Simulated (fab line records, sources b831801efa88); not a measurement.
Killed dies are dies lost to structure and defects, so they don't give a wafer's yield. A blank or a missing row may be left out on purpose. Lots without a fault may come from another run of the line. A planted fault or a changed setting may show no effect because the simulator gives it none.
fab line records | flow sky130
record lots=15 wafers=45 last_day=50
route steps=708 shown LDD_LDN@296 POLY_CUT@317 SD_N@352
lots that met no fault: from a run of the same line without faults
start_h: hours from the record's first day to the start of the lot's first wafer shown | wait_h: hours since the lot's step before | " the same as in the row above | L1.1+2: a row that stands for several wafers | - no value, or no start given | * or withheld: withheld | < > ~ a bound
route shown NAME@n: a module of which the file shows steps, and the number in the route of the first | usual: mean/standard deviation of fault-free wafers | same: alike in all rows | chamber/n: place in a boat | sites: the reading at each site | _std_site: their standard deviation | _edge_site: outer sites' mean less inner sites' | radius_mm: how far each site lies from the wafer's centre | mask NAME#n: copy n | behind: the tool/chamber that last shaped the wafer | hold: why the lot was held/for how many hours/how that ended | device: the transistor (n, p or np) that didn't switch | end of line: the same wafers' tests at the end of the route | a step without rows: its recipe alone | killed: dies lost to structure and defects at the first sort, not the wafer's yield | map: a wafer's dies, x killed, . not, _ none there
set.NAME: the setting as run; set.NAME@STEP: as run at that earlier step | model.NAME: the simulator's own value behind a step, which no gauge read
steps of the route over a sample of lots; a table a step, a row a wafer
services: from which hour (start_h, from the record's first day; less than 0 if before it) a tool's chamber was out of use, for how many hours, and why
## steps
# step SKY_LDD_LDN_OVL_MEAS_07
# usual LDD_LDN_OVL=0.4/1.4
# columns lot.wafer tool chamber start_h wait_h LDD_LDN_OVL[nm]
L774.1 overlay-02 - 518.75 0.1 2.0
L774.5 " - " " 1.8
L774.6 " - " " 3.3
L776.2 overlay-01 - 540.75 0.1 1.1
L776.4 " - " " -0.5
L776.6 " - " " 1.3
L777.1 overlay-01 - 551.39 0.1 -1.8
L777.4 " - " " 0.4
L777.6 " - " " 0.0
L778.2 overlay-02 - 562.40 0.1 1.7
L778.3 " - " " 1.1
L778.6 " - " " 1.4
L780.1 overlay-01 - 581.79 0.1 -1.4
L780.2 " - " " -2.1
L780.5 " - " " -1.6
L786.1 overlay-02 - 632.84 0.1 -2.5
L786.3 " - " " 0.9
L786.4 " - " " -2.2
L787.3 overlay-01 - 640.45 0.1 -2.8
L787.4 " - " " 1.1
L787.6 " - " " 0.1
L789.2 overlay-02 - 648.35 0.1 0.0
L789.3 " - " " 0.8
L789.5 " - " " 1.6
L788.1 overlay-02 - 649.89 0.1 2.3
L788.4 " - " " -0.7
L788.5 " - " " 1.0
L790.1 overlay-02 - 661.89 0.1 1.0
L790.2 " - " " 2.9
L790.3 " - " " 3.2
L791.1 overlay-02 - 667.00 0.1 -1.0
L791.5 " - " " 0.3
L791.6 " - " " 0.7
L793.1 overlay-02 - 687.24 0.1 -0.1
L793.3 " - " " 1.2
L793.6 " - " " 1.0
L795.1 overlay-02 - 704.15 0.1 1.6
L795.4 " - " " 0.4
L795.5 " - " " 2.0
L796.1 overlay-02 - 711.70 0.1 -1.2
L796.2 " - " " -1.3
L796.3 " - " " -2.3
L797.2 overlay-02 - 718.95 0.1 2.1
L797.4 " - " " 2.3
L797.6 " - " " 2.1
# step SKY_POLY_CUT_ETCH_10
# recipe chemistry=N2/H2 target=BARC ion_energy_ev=200 source_w=500 bias_w=100 pressure_mtorr=30 n2_flow_sccm=100 h2_flow_sccm=200 stop_on=SiO2 time_s=45.9 target_depth_a=600
# usual chamber_pressure_mTorr=30.002/0.027 drypump_motor_current_A=6.0/0.39 oes_product_au=0.856/0.0048 throttle_valve_pct=13.225/0.0091
# columns lot.wafer tool chamber start_h wait_h chamber_pressure_mTorr drypump_motor_current_A oes_product_au rf_hours_counter_h throttle_valve_pct
L774.1 rie_diel-02 2 551.43 0.0 30.027 6.1 0.857 5 13.232
L774.5 " 2 " " 29.978 6.1 0.857 - 13.208
L774.6 " 0 " " 30.015 6.1 0.861 - 13.216
L776.2 rie_diel-02 1 573.71 0.0 30.013 5.4 0.853 1 13.230
L776.4 " 0 " " 30.040 6.2 0.858 47 13.228
L776.6 " 3 " " 29.993 5.6 0.858 - 13.223
L777.1 rie_diel-04 0 584.13 0.0 30.020 6.3 0.857 1 13.227
L777.4 " 0 " " 30.031 6.2 0.861 - 13.210
L777.6 " 1 " " 29.947 6.0 0.855 - 13.240
L778.2 rie_diel-03 2 593.85 0.0 30.033 5.7 0.846 13 13.219
L778.3 " 1 " " 29.978 5.6 0.852 7 13.222
L778.6 " 0 " " 29.984 6.0 0.856 - 13.221
L780.1 rie_diel-04 1 613.28 0.0 30.019 6.0 0.849 7 13.214
L780.2 " 2 " " 30.023 6.0 0.854 5 13.232
L780.5 " 3 " " 29.996 6.8 0.846 - 13.231
L786.1 rie_diel-02 3 663.28 0.0 30.016 5.6 0.860 6 13.212
L786.3 " 1 " " 29.957 5.3 0.855 3 13.223
L786.4 " 2 " " 29.979 6.1 0.857 8 13.226
L787.3 rie_diel-04 2 671.76 0.0 29.993 6.0 0.861 6 13.247
L787.4 " 1 " " 29.991 6.0 0.850 9 13.219
L787.6 " 0 " " 30.033 6.2 0.850 - 13.211
L789.2 rie_diel-03 2 678.48 0.0 29.959 5.7 0.857 15 13.230
L789.3 " 1 " " 29.997 5.7 0.855 8 13.233
L789.5 " 2 " " 30.044 5.7 0.850 - 13.220
L788.1 rie_diel-04 2 681.90 0.0 30.023 6.0 0.866 7 13.221
L788.4 " 0 " " 29.972 6.3 0.859 3 13.218
L788.5 " 3 " " 30.009 6.8 0.857 - 13.205
L790.1 rie_diel-03 1 692.33 0.0 29.941 5.7 0.857 9 13.226
L790.2 " 3 " " 30.006 5.6 0.855 2 13.223
L790.3 " 0 " " 30.021 6.1 0.859 6 13.228
L791.1 rie_diel-04 0 701.25 0.0 29.987 6.3 0.853 4 13.227
L791.5 " 2 " " 29.991 6.0 0.854 - 13.225
L791.6 " 1 " " 29.999 6.0 0.852 - 13.231
L793.1 rie_diel-02 3 718.63 0.0 30.005 5.6 0.851 6 13.233
L793.3 " 0 " " 29.981 6.1 0.852 50 13.225
L793.6 " 0 " " 30.013 6.1 0.852 - 13.225
L795.1 rie_diel-04 0 734.61 0.0 30.049 6.2 0.861 5 13.213
L795.4 " 2 " " 29.989 6.0 0.853 8 13.231
L795.5 " 3 " " 30.022 6.8 0.853 - 13.221
L796.1 rie_diel-03 1 741.78 0.0 29.976 5.6 0.850 10 13.232
L796.2 " 3 " " 30.005 5.6 0.851 2 13.209
L796.3 " 2 " " 29.982 5.7 0.848 16 13.219
L797.2 rie_diel-04 3 749.43 0.0 29.990 6.7 0.864 14 13.222
L797.4 " 2 " " 29.994 6.0 0.848 9 13.223
L797.6 " 1 " " 29.982 6.0 0.859 - 13.235
# step SKY_POLY_CUT_ETCH_11
# recipe target=Si3N4 chemistry=CF4/CH2F2/Ar stop_on=poly-Si source_w=600 bias_w=150 pressure_mtorr=40 cf4_flow_sccm=40 ch2f2_flow_sccm=20 Ar_flow_sccm=150 time_s=42.5 target_depth_a=600
# usual ch2f2_flow_sccm=20.00/0.063 chamber_pressure_mTorr=40.00/0.037 drypump_motor_current_A=6.0/0.39 oes_product_au=0.828/0.0064 throttle_valve_pct=14.994/0.0095
# columns lot.wafer tool chamber start_h wait_h ch2f2_flow_sccm chamber_pressure_mTorr drypump_motor_current_A oes_product_au rf_hours_counter_h throttle_valve_pct
L774.1 rie_diel-02 2 551.47 0.0 19.93 39.97 6.0 0.829 6 14.978
L774.5 " 2 " " 19.88 39.98 6.0 0.831 - 14.980
L774.6 " 0 " " 19.98 40.02 6.2 0.834 - 14.996
L776.2 rie_diel-02 1 573.75 0.0 20.08 40.00 5.3 0.825 1 14.994
L776.4 " 0 " " 20.06 40.00 6.1 0.816 47 14.990
L776.6 " 3 " " 20.06 40.03 5.6 0.816 - 14.994
L777.1 rie_diel-04 0 584.17 0.0 20.00 40.00 6.3 0.822 1 14.981
L777.4 " 0 " " 19.99 40.00 6.2 0.832 - 15.008
L777.6 " 1 " " 19.92 40.02 6.0 0.826 - 14.998
L778.2 rie_diel-03 2 593.89 0.0 20.06 40.05 5.7 0.829 13 14.994
L778.3 " 1 " " 20.01 39.97 5.7 0.834 7 14.972
L778.6 " 0 " " 20.10 40.05 6.0 0.820 - 15.000
L780.1 rie_diel-04 1 613.32 0.0 19.94 39.95 6.0 0.829 7 14.998
L780.2 " 2 " " 19.99 39.98 6.0 0.827 5 14.997
L780.5 " 3 " " 20.02 40.01 6.8 0.831 - 14.999
L786.1 rie_diel-02 3 663.32 0.0 19.96 39.96 5.6 0.816 6 14.999
L786.3 " 1 " " 19.88 39.99 5.4 0.824 3 14.993
L786.4 " 2 " " 20.04 39.98 6.0 0.819 8 14.974
L787.3 rie_diel-04 2 671.80 0.0 19.99 40.03 6.0 0.820 6 14.981
L787.4 " 1 " " 20.09 39.98 6.0 0.820 9 14.988
L787.6 " 0 " " 20.00 40.09 6.2 0.830 - 14.992
L789.2 rie_diel-03 2 678.52 0.0 20.09 39.99 5.6 0.836 15 14.986
L789.3 " 1 " " 20.01 40.05 5.6 0.835 8 14.995
L789.5 " 2 " " 19.97 40.03 5.7 0.838 - 14.979
L788.1 rie_diel-04 2 681.94 0.0 19.98 39.98 6.0 0.823 7 14.991
L788.4 " 0 " " 20.01 40.03 6.2 0.819 3 15.001
L788.5 " 3 " " 20.07 40.00 6.8 0.824 - 14.978
L790.1 rie_diel-03 1 692.37 0.0 20.04 39.98 5.6 0.835 9 14.991
L790.2 " 3 " " 20.07 39.98 5.6 0.829 2 14.992
L790.3 " 0 " " 20.09 39.88 6.0 0.823 6 15.020
L791.1 rie_diel-04 0 701.29 0.0 20.00 39.97 6.2 0.829 4 14.998
L791.5 " 2 " " 19.96 39.99 6.0 0.832 - 15.000
L791.6 " 1 " " 19.96 40.03 6.0 0.828 - 14.994
L793.1 rie_diel-02 3 718.67 0.0 20.01 40.00 5.6 0.835 6 14.997
L793.3 " 0 " " 19.93 39.96 6.1 0.824 50 14.998
L793.6 " 0 " " 19.96 39.99 6.1 0.835 - 14.999
L795.1 rie_diel-04 0 734.65 0.0 19.90 40.00 6.2 0.829 5 15.005
L795.4 " 2 " " 19.99 40.02 6.0 0.826 8 14.996
L795.5 " 3 " " 19.96 40.01 6.7 0.833 - 14.984
L796.1 rie_diel-03 1 741.82 0.0 19.94 40.06 5.7 0.829 10 14.998
L796.2 " 3 " " 20.00 39.99 5.6 0.824 2 14.978
L796.3 " 2 " " 20.04 40.00 5.7 0.828 16 14.998
L797.2 rie_diel-04 3 749.47 0.0 19.99 39.93 6.7 0.822 14 14.990
L797.4 " 2 " " 19.99 39.99 6.0 0.824 9 14.986
L797.6 " 1 " " 20.08 39.97 5.9 0.834 - 15.005
# step SKY_SD_N_IMPLANT_10
# recipe species=P energy_kev=20 dose_cm2=1e+14 tilt_deg=0
# usual beam_energy_keV=20.000/0.0065 beam_on_s=11.7/0.91 dose_ions_cm2=9.999e+13/1e+11 tilt_deg=-0.003/0.021
# columns lot.wafer tool chamber start_h wait_h beam_energy_keV beam_on_s dose_ions_cm2 tilt_deg
L774.1 implanter-02 0 640.06 0.1 19.997 11.6 9.984e+13 0.021
L774.5 " 0 " " 20.006 11.6 9.99e+13 -0.008
L774.6 " 0 " " 19.994 11.6 9.992e+13 -0.006
L776.2 implanter-01 0 661.62 0.1 19.991 10.2 9.996e+13 0.018
L776.4 " 0 " " 19.988 9.5 9.992e+13 -0.011
L776.6 " 0 " " 19.994 10.1 9.992e+13 0.009
L777.1 implanter-02 0 670.65 0.1 20.001 11.9 9.998e+13 0.019
L777.4 " 0 " " 20.002 11.5 1.0003e+14 0.011
L777.6 " 0 " " 20.000 11.4 1.0007e+14 -0.006
L778.2 implanter-03 0 680.52 0.1 19.993 12.5 9.989e+13 -0.020
L778.3 " 0 " " 19.992 12.6 9.988e+13 -0.027
L778.6 " 0 " " 20.000 12.5 9.986e+13 -0.012
L780.1 implanter-02 0 698.51 0.1 20.003 12.2 1.0002e+14 -0.027
L780.2 " 0 " " 19.993 12.1 9.997e+13 0.032
L780.5 " 0 " " 19.995 11.3 1.0006e+14 0.003
L786.1 implanter-02 0 746.65 0.1 20.011 11.6 1e+14 -0.005
L786.3 " 0 " " 20.002 12.1 1.0014e+14 -0.034
L786.4 " 0 " " 20.005 12.0 9.997e+13 0.005
L787.3 implanter-02 - 755.40 0.1 - - - -
L787.4 " - " " - - - -
L787.6 " - " " - - - -
L789.2 implanter-03 - 760.43 0.1 - - - -
L789.3 " - " " - - - -
L789.5 " - " " - - - -
L788.1 implanter-03 - 764.50 0.1 - - - -
L788.4 " - " " - - - -
L788.5 " - " " - - - -
L790.1 implanter-03 0 776.00 0.1 20.009 12.1 1.0002e+14 0.006
L790.2 " 0 " " 19.995 12.4 9.987e+13 -0.009
L790.3 " 0 " " 20.004 12.5 1.0007e+14 -0.003
L791.1 implanter-02 0 785.10 0.1 19.996 11.7 1.001e+14 0.007
L791.5 " 0 " " 20.002 11.5 1.0005e+14 -0.029
L791.6 " 0 " " 20.000 11.7 9.993e+13 -0.003
L793.1 implanter-03 0 799.46 0.1 20.009 12.6 9.998e+13 -0.001
L793.3 " 0 " " 20.002 12.7 1.0008e+14 -0.013
L793.6 " 0 " " 20.001 12.0 1.0003e+14 -0.037
L795.1 implanter-03 0 815.75 0.1 20.004 12.8 1.0005e+14 -0.003
L795.4 " 0 " " 20.006 12.2 9.982e+13 0.029
L795.5 " 0 " " 20.012 12.2 1.0007e+14 -0.025
L796.1 implanter-01 0 822.10 0.1 20.005 10.3 1e+14 0.021
L796.2 " 0 " " 19.998 10.0 1.0019e+14 -0.005
L796.3 " 0 " " 20.005 9.9 1.0014e+14 0.011
L797.2 implanter-02 0 828.87 0.1 20.007 12.0 9.995e+13 -0.023
L797.4 " 0 " " 19.997 11.7 1e+14 0.005
L797.6 " 0 " " 19.995 11.5 1.0011e+14 0.014
# step SKY_SD_N_RS_MEAS_16
# recipe thk_meas_gauge=four-point-probe
# usual SD_N_RS=68.61/0.11
# columns lot.wafer tool chamber start_h wait_h SD_N_RS[ohm/sq]
L774.1 film_metro-01 - 640.59 0.1 68.72
L774.5 " - " " 68.66
L774.6 " - " " 68.74
L776.2 film_metro-01 - 662.15 0.1 68.63
L776.4 " - " " 68.73
L776.6 " - " " 68.59
L777.1 film_metro-02 - 671.18 0.1 68.62
L777.4 " - " " 68.62
L777.6 " - " " 68.47
L778.2 film_metro-02 - 681.05 0.1 68.57
L778.3 " - " " 68.46
L778.6 " - " " 68.53
L780.1 film_metro-01 - 699.04 0.1 68.67
L780.2 " - " " 68.78
L780.5 " - " " 68.70
L786.1 film_metro-04 - 747.18 0.1 68.63
L786.3 " - " " 68.65
L786.4 " - " " 68.77
L787.3 film_metro-04 - 755.93 0.1 70.79
L787.4 " - " " 70.83
L787.6 " - " " 70.69
L789.2 film_metro-02 - 760.96 0.1 70.84
L789.3 " - " " 70.76
L789.5 " - " " 70.82
L788.1 film_metro-04 - 765.03 0.1 70.97
L788.4 " - " " 70.81
L788.5 " - " " 70.58
L790.1 film_metro-04 - 776.53 0.1 68.49
L790.2 " - " " 68.52
L790.3 " - " " 68.53
L791.1 film_metro-02 - 785.64 0.1 68.75
L791.5 " - " " 68.57
L791.6 " - " " 68.55
L793.1 film_metro-01 - 800.01 0.1 68.75
L793.3 " - " " 68.74
L793.6 " - " " 68.62
L795.1 film_metro-01 - 816.28 0.1 68.79
L795.4 " - " " 68.63
L795.5 " - " " 68.57
L796.1 film_metro-04 - 822.63 0.1 68.58
L796.2 " - " " 68.55
L796.3 " - " " 68.67
L797.2 film_metro-04 - 829.61 0.1 68.58
L797.4 " - " " 68.64
L797.6 " - " " 68.45
## services
# columns tool chamber start_h hours kind
rie_diel-02 0 543.22 5.3 repair
rie_diel-04 3 544.42 5.6 repair
rie_diel-02 1 547.78 10.6 repair
rie_diel-04 2 564.48 39.0 repair
rie_diel-04 1 569.58 6.1 repair
rie_diel-04 0 579.21 2.9 repair
implanter-02 - 590.91 0.7 repair
rie_diel-04 1 592.82 2.4 repair
rie_diel-03 - 602.87 2.4 repair
rie_diel-03 1 629.44 2.6 repair
rie_diel-02 - 668.76 28.1 pm
rie_diel-03 - 686.08 1.0 repair
rie_diel-03 3 692.95 2.6 repair
rie_diel-02 - 715.54 2.8 pm
rie_diel-04 1 717.43 4.2 repair
rie_diel-02 - 720.58 1.1 repair
rie_diel-04 - 729.58 0.8 repair
implanter-02 - 732.13 4.8 repair
implanter-02 - 735.41 4.8 repair
rie_diel-02 1 757.36 6.3 repair
rie_diel-04 2 763.61 8.6 repair
rie_diel-02 0 796.00 15.3 repair
rie_diel-04 - 822.18 1.0 repair
rie_diel-03 0 826.05 93.0 repair
## key
first_sign step=SKY_SD_N_IMPLANT_10 reading=tool_record direction=missing
effect step=SKY_SD_N_RS_MEAS_16 reading=SD_N_RS direction=up sigmas=20 usual=68.61 struck=70.79
met_at SKY_SD_N_IMPLANT_10
struck_lots L787,L788,L789
later_rows_left_out L787.3,L787.4,L787.6,L788.1,L788.4,L788.5,L789.2,L789.3,L789.5
sort_left_out L787.3,L787.4,L787.6,L788.1,L788.4,L788.5,L789.2,L789.3,L789.5
tester_left_out L787,L788,L789
not_acting_at SKY_LDD_LDN_OVL_MEAS_07,SKY_POLY_CUT_ETCH_10,SKY_POLY_CUT_ETCH_11
onset_between 746.65 755.40
fault kind=skipped_step_whole tool=implanter-02,implanter-03 chamber=- onset_h=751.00 steps=SKY_SD_N_IMPLANT_10 scope=struck_lots_only
# tester_left_out: of these lots the tester's yield and bins aren't shown, on N5 and GAA mostly nor the transistor test; their killed dies are dies lost to structure and defects alone, not to doping, threshold or leakage, so they don't give the yield
# sort_left_out: the simulated sort isn't trusted on such a fault, so these wafers' sort isn't shown, and their yield isn't known
# later_rows_left_out: the simulator's readings of these wafers behind a module that went badly wrong aren't trusted and aren't shown, but for the sort
